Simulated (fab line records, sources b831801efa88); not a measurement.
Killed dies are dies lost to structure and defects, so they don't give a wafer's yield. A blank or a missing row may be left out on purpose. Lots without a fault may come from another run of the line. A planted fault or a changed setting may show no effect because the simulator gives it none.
A struck lot beside a sound one | flow sky130 | 35 steps out of a route of 708
Sound: wafers L198.1, L198.2, L198.3. Struck: wafer L204.4. (L204.1, L204.2 of the same lot were not struck and are left out.) The cause comes at the end.
At each step with rows: each side's tool, then ch and its chambers, then its first start. Under that, the readings that differ: sound wafers | struck wafers | difference of the means | sigmas: that difference in standard deviations of wafers without a fault.
alike: readings whose means differ by less than 2 such deviations, and words and numbers that are the same on both sides. not compared: withheld readings, readings that some wafer has no value for, bounds like >300 that may hide the same value, and numbers for which the record gives no deviation and whose values overlap.
The two part at a step that has a row with sigmas, a row that says differs or no value, or rows on one side only. Numbers that don't overlap but have no deviation are shown without sigmas and don't part them. A reading that every wafer of one side lacks parts them only if that side has two wafers or more.

first, 10 steps without rows for these wafers: SKY_CONTACT_ETCH_17 (etches SiO2 in C4F8/O2/Ar, stops on Si3N4, target depth 340 nm); SKY_CONTACT_ETCH_18 (etches Si3N4 in CHF3/O2, stops on TiN, time 39 s, target depth 75 nm); SKY_CONTACT_STRIP_19 (strips in O2/N2); SKY_CONTACT_STRIP_20 (strips in post etch residue remover, time 1200 s); SKY_CONTACT_CLEAN_21 (cleans in IPA, time 180 s); SKY_CONTACT_CLEAN_22 (cleans in O3/DIW); SKY_CONTACT_SPUTTER_23 (material TiN, target thk 20 nm, time 80 s); SKY_CONTACT_CVD_24 (deposits W, target thk 340 nm, time 102.12 s); SKY_CONTACT_CMP_27 (polishes, stops on SiO2, t overpolish 15 s, target thk 0 nm); SKY_METAL1_SPUTTER_00 (material Ti, target thk 15 nm, time 10 s).
SKY_METAL1_SPUTTER_01: material TiN, target thk 20 nm, time 16.7 s.
  sound on pvd_sputter-02, day 34 05:59; struck on pvd_sputter-02, day 36 11:29
  alike: cathode_dc_power_W, chamber_pressure_pa, throttle_valve_pct
then, 23 steps without rows for these wafers: SKY_METAL1_SPUTTER_02 (material AlCu, target thk 250 nm, time 13.3 s); SKY_METAL1_SPUTTER_03 (material Ti, target thk 5 nm, time 3.3 s); SKY_METAL1_SPUTTER_04 (material TiN, target thk 70 nm, time 58.3 s); SKY_METAL1_DEHYDRATE_07 (time 60 s); SKY_METAL1_HMDS_08 (prime time 60 s); SKY_METAL1_COAT_09 (resist thk 59.4 nm); SKY_METAL1_COAT_10 (resist thk 450 nm); SKY_METAL1_SOFTBAKE_11 (time 90 s); SKY_METAL1_EXPOSE_12 (exposes mask MM1, target cd 140 nm); SKY_METAL1_PEB_13; SKY_METAL1_DEVELOP_14 (develop time 60 s); SKY_METAL1_DESCUM_17 (chemistry O2, time 8 s); SKY_METAL1_ETCH_18 (etches BARC in N2/H2, stops on SiO2, time 45.9 s, target depth 60 nm); SKY_METAL1_METAL_ETCH_19 (etches the open film in Cl2/BCl3, stops on SiO2, target depth 360 nm, time 78 s); SKY_METAL1_STRIP_20 (strips in O2/N2); SKY_METAL1_STRIP_21 (strips in post etch residue remover, time 1200 s); SKY_METAL1_CLEAN_22 (cleans in IPA, time 180 s); SKY_METAL1_CLEAN_23 (cleans in O3/DIW); SKY_VIA1_HDPCVD_00 (deposits SiO2, target thk 1030 nm, time 171.7 s); SKY_VIA1_CMP_02 (polishes SiO2); SKY_VIA1_DEHYDRATE_04 (time 60 s); SKY_VIA1_HMDS_05 (prime time 60 s); SKY_VIA1_COAT_06 (resist thk 60 nm).
-- the record jumps here: 13 days lie between the struck wafers' starts before and after (it left off in module VIA1 and takes up again in module PAD_OPEN, whose first step shown is number 708 of the route) --
SKY_PAD_OPEN_PROBE_99:
  sound on prober-01, day 47 20:16; struck on prober-02, day 49 12:10
  reading                               | sound               | struck | difference | sigmas
  defect_limited_yield (%)              | 82.5 85.4 82.1      | 73.4   | -9.9       | -6
  killed_at_M0_to_M3                    | 45 35 41            | 106    | +66        | +9
  killed_dies                           | 86 72 88            | 131    | +49        | +6
  sort_bin_3_pad_short (%)              | 1.6 0.6 0.6         | 2.8    | +1.9       | +5
  sort_bin_5_function (%)               | 10.4 10.4 10.6      | 15.0   | +4.5       | +3
  sort_bin_6_memory (%)                 | 5.5 3.7 6.7         | 8.7    | +3.4       | +3
  sort_n_pass                           | 406 420 404         | 361    | -49        | -6
  sort_yield_pct (%)                    | 82.5 85.4 82.1      | 73.4   | -9.9       | -6
  model.etest.tester.sort_n_pass        | 406 420 404         | 361    | -49        |
  model.etest.tester.sort_yield_pct (%) | 82.52 85.37 82.11   | 73.37  | -9.96      |
  model.etest.tester.sort_bin_5_pct (%) | 10.37 10.37 10.57   | 15.04  | +4.60      |
  model.etest.tester.sort_bin_3_pct (%) | 1.626 0.6098 0.6098 | 2.846  | +1.897     |
  alike: killed_at_M4_up, killed_at_contacts, killed_at_front_end, killed_at_other, killed_open, killed_short

WHERE THEY PART
Only at SKY_PAD_OPEN_PROBE_99, within this record.

WHY: what the simulator had put in
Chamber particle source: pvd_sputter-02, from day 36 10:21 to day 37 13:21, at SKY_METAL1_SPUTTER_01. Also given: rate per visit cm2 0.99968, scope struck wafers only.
